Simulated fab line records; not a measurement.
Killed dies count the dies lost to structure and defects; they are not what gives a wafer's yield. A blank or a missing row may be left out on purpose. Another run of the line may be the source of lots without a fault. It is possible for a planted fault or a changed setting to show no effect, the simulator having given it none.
A struck lot beside a sound one || flow sky130 || 40 out of 708 route steps
Sound: these wafers, L114.3, L114.4, L114.5. Struck: wafer L117.4 (L117.1, L117.5, from the same lot, were not struck and are left out); the cause is given at the end.
Each step with rows lists, per side, the tool, then ch with its chambers, then its first start. Under that, the readings that differ: sound wafers || struck wafers || difference of the means || sigmas: that difference in standard deviations of wafers without a fault.
alike: same words and numbers on both sides, and readings whose means sit less than 2 such deviations apart. not compared: any withheld reading, any reading some wafer has no value for, any bound like >300 that may hide the same value, and any number with overlapping values for which the record gives no deviation.
Wherever a step has rows on one side only, a row that says differs or no value, or a row with sigmas, the two part there. Non-overlapping numbers with no deviation appear without sigmas and do not part them. Lack of a reading on every wafer of one side parts them only where that side has two or more wafers.

first, 5 steps without rows for these wafers: SKY_CONTACT_ETCH_18 (etches Si3N4 in CHF3/O2, stops on TiN, time 39 s, target depth 75 nm); SKY_CONTACT_STRIP_19 (strips in O2/N2); SKY_CONTACT_STRIP_20 (strips in post etch residue remover, time 1200 s); SKY_CONTACT_CLEAN_21 (cleans in IPA, time 180 s); SKY_CONTACT_CLEAN_22 (cleans in O3/DIW).
SKY_CONTACT_SPUTTER_23: material TiN, target thk 20 nm, time 80 s.
  sound on pvd_sputter-02, day 33 02:31; struck on pvd_sputter-02, day 34 06:28
  alike: throttle_valve_pct
then, 1 step without rows for these wafers: SKY_CONTACT_CVD_24 (deposits W, target thk 340 nm, time 102.12 s).
SKY_CONTACT_RS_MEAS_25: a four-point-probe measurement.
  sound on film_metro-03, day 33 02:44; struck on film_metro-02, day 34 06:38
  alike: CONTACT_W_RS
SKY_CONTACT_THK_MEAS_26: measures by xrf.
  sound on film_metro-03, day 33 02:50; struck on film_metro-02, day 34 06:45
  alike: CONTACT_W_THK
SKY_CONTACT_CMP_27: polishes, stops on SiO2, t overpolish 15 s, target thk 0 nm.
  sound on cmp-01 ch 0,3, day 33 02:52; struck on cmp-02 ch 1, day 34 06:56
  alike: motor_current_A, overpolish_run_s, retaining_ring_pressure_frac, slurry_filter_dp_kPa, time_to_endpoint_s
SKY_METAL1_SPUTTER_00: material Ti, target thk 15 nm, time 10 s.
  sound on pvd_sputter-01, day 33 03:10; struck on pvd_sputter-01, day 34 07:14
  alike: throttle_valve_pct
then, 1 step without rows for these wafers: SKY_METAL1_SPUTTER_01 (material TiN, target thk 20 nm, time 16.7 s).
SKY_METAL1_SPUTTER_02: material AlCu, target thk 250 nm, time 13.3 s.
  sound on pvd_sputter-01, day 33 03:13; struck on pvd_sputter-01, day 34 07:17
{"reading": "model.AlCu_of_METAL1_SPUTTER_02.thk_nm (nm)", "sound": "252 244.8 246", "struck": 86.06, "difference": -161.54, "sigmas": ""}
  alike: throttle_valve_pct
then, 2 steps without rows for these wafers: SKY_METAL1_SPUTTER_03 (material Ti, target thk 5 nm, time 3.3 s); SKY_METAL1_SPUTTER_04 (material TiN, target thk 70 nm, time 58.3 s).
SKY_METAL1_RS_MEAS_05: a four-point-probe measurement.
  sound on film_metro-01, day 33 03:21; struck on film_metro-03, day 34 07:23
{"reading": "METAL1_ALCU_RS (ohm/sq)", "sound": "0.1258 0.1297 0.1291", "struck": 0.3916, "difference": "+0.2634", "sigmas": "+99 or more"}
SKY_METAL1_THK_MEAS_06: measures by xrf.
  sound on film_metro-01, day 33 03:27; struck on film_metro-03, day 34 07:30
{"reading": "METAL1_ALCU_THK (nm)", "sound": "247 241 244", "struck": 85, "difference": -159, "sigmas": -42}
then, 8 steps without rows for these wafers: SKY_METAL1_DEHYDRATE_07 (time 60 s); SKY_METAL1_HMDS_08 (prime time 60 s); SKY_METAL1_COAT_09 (resist thk 60 nm); SKY_METAL1_COAT_10 (resist thk 450 nm); SKY_METAL1_SOFTBAKE_11 (time 90 s); SKY_METAL1_EXPOSE_12 (exposes mask MM1, target cd 140 nm); SKY_METAL1_PEB_13; SKY_METAL1_DEVELOP_14 (develop time 60 s).
SKY_METAL1_CD_MEAS_15: target cd 140 nm.
  sound on cd_sem-01, day 34 05:32; struck on cd_sem-02, day 35 09:57
  alike: cd_nm
SKY_METAL1_OVL_MEAS_16:
  sound on overlay-02, day 34 05:38; struck on overlay-01, day 35 10:04
{"reading": "METAL1_OVL (nm)", "sound": "3 2 0", "struck": 15, "difference": "+13", "sigmas": "+2"}
SKY_METAL1_DESCUM_17: chemistry O2, time 8 s.
  sound on rie_metal-03 ch 0, day 34 05:40; struck on rie_metal-01 ch 1, day 35 10:06
{"reading": "oes_product_au (a.u.)", "sound": "1.033 1.032 1.038", "struck": 0.998, "difference": -0.036, "sigmas": -2}
  alike: chamber_pressure_mTorr, drypump_motor_current_A
  not compared: rf_hours_counter_h
then, 1 step without rows for these wafers: SKY_METAL1_ETCH_18 (etches BARC in N2/H2, stops on SiO2, time 45.9 s, target depth 60 nm).
SKY_METAL1_METAL_ETCH_19: etches the open film in Cl2/BCl3, stops on SiO2, target depth 360 nm, time 78 s.
  sound on rie_metal-03 ch 0, day 34 05:54; struck on rie_metal-01 ch 1, day 35 10:17
{"reading": "chamber_pressure_mTorr (mTorr)", "sound": "10.001 9.994 10.004", "struck": 9.977, "difference": -0.023, "sigmas": -2}
{"reading": "oes_product_au (a.u.)", "sound": "0.859 0.844 0.845", "struck": 0.671, "difference": -0.178, "sigmas": -26}
  alike: drypump_motor_current_A, throttle_valve_pct
  not compared: rf_hours_counter_h
SKY_METAL1_STRIP_20: strips in O2/N2.
  sound on plasma_asher-04 ch 0,1, day 34 06:03; struck on plasma_asher-02 ch 1, day 35 10:28
  alike: chamber_pressure_mTorr, drypump_motor_current_A, o2_flow_sccm, oes_product_au, strip_time_to_endpoint_s
  not compared: rf_hours_counter_h
then, 4 steps without rows for these wafers: SKY_METAL1_STRIP_21 (strips in post etch residue remover, time 1200 s); SKY_METAL1_CLEAN_22 (cleans in IPA, time 180 s); SKY_METAL1_CLEAN_23 (cleans in O3/DIW); SKY_VIA1_HDPCVD_00 (deposits SiO2, target thk 1030 nm, time 171.7 s).
SKY_VIA1_THK_MEAS_01:
  sound on film_metro-01, day 34 06:44; struck on film_metro-04, day 35 11:11
  alike: VIA1_HDPCVD_THK
then, 1 step without rows for these wafers: SKY_VIA1_CMP_02 (polishes SiO2).
SKY_VIA1_BOW_MEAS_03:
  sound on film_metro-02, day 34 07:07; struck on film_metro-01, day 35 11:32
{"reading": "VIA1_BOW (um)", "sound": "87 79 87", "struck": 99, "difference": "+15", "sigmas": "+2"}
then, 1 step without rows for these wafers: SKY_VIA1_DEHYDRATE_04 (time 60 s).
-- the record jumps here: 13 days lie between the struck wafers' starts before and after (it left off in module VIA1 and takes up again in module PAD_OPEN, whose first step shown is number 708 of the route) --
SKY_PAD_OPEN_PROBE_99:
  sound on prober-01, day 47 00:38; struck on prober-02, day 48 00:28
{"reading": "model.etest.tester.sort_n_pass", "sound": "405 429 394", "struck": 348, "difference": -61, "sigmas": ""}
{"reading": "model.etest.tester.sort_bin_8_pct (%)", "sound": "0 0 0", "struck": 10.98, "difference": "+10.98", "sigmas": ""}
{"reading": "model.etest.tester.sort_yield_pct (%)", "sound": "82.32 87.2 80.08", "struck": 70.73, "difference": -12.47, "sigmas": ""}
{"reading": "model.etest.met1.line_ohm_um", "sound": "0.941 0.9725 0.9637", "struck": 2.924, "difference": "+1.965", "sigmas": ""}
{"reading": "model.etest.met1.rs_ohm_sq", "sound": "0.127 0.1299 0.1292", "struck": 0.3996, "difference": "+0.2709", "sigmas": ""}
  alike: defect_limited_yield, killed_at_M0_to_M3, killed_at_M4_up, killed_at_contacts, killed_at_front_end, killed_at_other, killed_dies, killed_open, killed_short

WHERE THEY PART
First at SKY_METAL1_RS_MEAS_05; last, within this record, at SKY_VIA1_BOW_MEAS_03. Later steps at which nothing parts them and some readings are alike: SKY_PAD_OPEN_PROBE_99.

WHY: whatever the simulator had introduced
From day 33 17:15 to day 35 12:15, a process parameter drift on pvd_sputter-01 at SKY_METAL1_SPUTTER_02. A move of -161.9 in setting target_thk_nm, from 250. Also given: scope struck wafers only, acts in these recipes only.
